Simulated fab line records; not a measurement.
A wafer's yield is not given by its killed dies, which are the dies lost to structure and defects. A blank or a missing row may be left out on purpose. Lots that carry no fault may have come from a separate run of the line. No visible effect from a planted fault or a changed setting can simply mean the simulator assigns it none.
Matching of chambers    flow sky130    4 sister chambers for SKY_VIA4_CMP_02 on cmp-01
The step polishes SiO2. 4 wafers are shown with their chamber, then 7 later ones without.

WAFERS, EACH WITH ITS CHAMBER
wafer   chamber  motor current A (A)
L086.3  3        10.8
L086.5  0        13.7
L090.1  2        11.9
L090.4  1        12.1

WAFERS WITHOUT THEIR CHAMBER
wafer   motor current A (A)
L090.6  10.6
L092.1  12.8
L092.3  10.9
L092.6  13.2
L096.2  12.0
L096.5  11.4
L096.6  12.0

CHAMBER TAKEN BY EACH
wafer   from the rows above           in truth
L090.6  3                             3
L092.1  can't be placed: 1 or 0 or 2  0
L092.3  3                             3
L092.6  can't be placed: 0 or 1       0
L096.2  can't be placed: 1 or 2       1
L096.5  can't be placed: 2 or 3 or 1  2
L096.6  can't be placed: 1 or 2       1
Correct placement for 2 of the 7. Unplaceable from these rows: 5, with the true chamber sitting among the candidates in 5. 0 placed wrongly.
How it was worked out, from the rows above alone: a wafer's distance from a chamber is the root of the sum, over the readings, of the square of ((its reading less the chamber's mean) divided by the reading's scatter). The wafer belongs to the nearest chamber; if the next one is less than 2 further off, it can't be placed. A chamber's mean is the mean of its shown wafers. The scatter: root of mean squared gap, hidden wafer to nearest shown wafer, with one shown wafer a chamber.
